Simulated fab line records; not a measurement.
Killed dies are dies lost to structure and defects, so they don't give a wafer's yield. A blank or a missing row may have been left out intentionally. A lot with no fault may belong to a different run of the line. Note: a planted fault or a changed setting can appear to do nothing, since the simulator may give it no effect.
The same fault as seen by 2 desks	flow sky130	each desk has only its own numbers; what lay behind them comes last

== THE METROLOGY DESK ==
Lot by lot, what the gauges showed, no matter which tool ran the lot: averages of those sampled wafers that carry a number. The brackets show how far a lot's mean lies from the usual mean; more than 4 standard deviations puts the lot out of limits, marked OUT. Readings shown: 7 of its 8, picked as those furthest out on some lot.
Columns: A = VIA2_W_THK at SKY_VIA2_THK_MEAS_23, usual 458 nm; B = CAPM_CVD_00_THK at SKY_CAPM_THK_MEAS_01, usual 15.55 nm; C = CAPM_TIN_RS at SKY_CAPM_RS_MEAS_03, usual 6.94 ohm/sq; D = CAPM_TIN_THK at SKY_CAPM_THK_MEAS_04, usual 195.8 nm; E = CAPM_OVL at SKY_CAPM_OVL_MEAS_12, usual 0.3 nm; F = cd_nm at SKY_METAL3_CD_MEAS_13, usual 300.6 nm; G = METAL3_OVL at SKY_METAL3_OVL_MEAS_14, usual -2 nm
lot	first seen here	A	B	C	D	E	F	G
L548	day 39 02:46	450	15.54	6.87	197.3	-0.3	300.1	1
L552	day 40 08:10	462	15.81	6.90	196.8	0.2	301.1	-4
L551	day 40 10:26	451	15.28	7.04	192.4	0.3	301.7	1
L553	day 41 10:34	458	15.58	6.97	196.4	-1.0	301.6	0
L563	day 43 06:17	461	15.68	6.90	196.9	-0.8	302.1	-3
This desk's finding: nothing out of limits on any of the 5 lots.

== FOR THE TOOL OWNER'S DESK: pvd_sputter-03 ==
The tool's own readings at SKY_CAPM_SPUTTER_02 (material TiN, target thk 200 nm, time 166.7 s): means of the sampled wafers that have a number, for each lot that ran on this tool. The brackets show how far a lot's mean lies from the usual mean; more than 4 standard deviations puts the lot out of limits, marked OUT.
Columns: A = cathode_dc_power_W at SKY_CAPM_SPUTTER_02, usual 6500.1 W; B = chamber_pressure_pa at SKY_CAPM_SPUTTER_02, usual 0.3999 Pa; C = throttle_valve_pct at SKY_CAPM_SPUTTER_02, usual 30.3 %
lot	first seen here	A	B	C
L548	day 39 04:35	6500.6	0.4007	30.5
L551	day 40 11:36	6457.2 (-36) OUT	0.3999	30.2
Finding of this desk: L551 out of limits; the first was L551 at day 40 11:36, on cathode_dc_power_W at SKY_CAPM_SPUTTER_02. L548 stayed within limits.

== TAKEN TOGETHER ==
The tool owner's desk could have raised an alarm at day 40 11:36, on L551.
At the metrology desk, nothing out of limits was observed.
The metrology desk has L551 on record, within its limits.
SKY_CAPM_SPUTTER_02 was run on pvd_sputter-03 by each of the lots named.

== WHAT WAS PUT IN BY THE SIMULATOR ==
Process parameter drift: pvd_sputter-03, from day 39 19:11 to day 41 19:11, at SKY_CAPM_SPUTTER_02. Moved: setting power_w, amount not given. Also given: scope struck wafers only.
Lots struck among those shown: L551.
How many hours passed from the start of the fault until each desk's first out-of-limits reading: the tool owner's desk, 16.
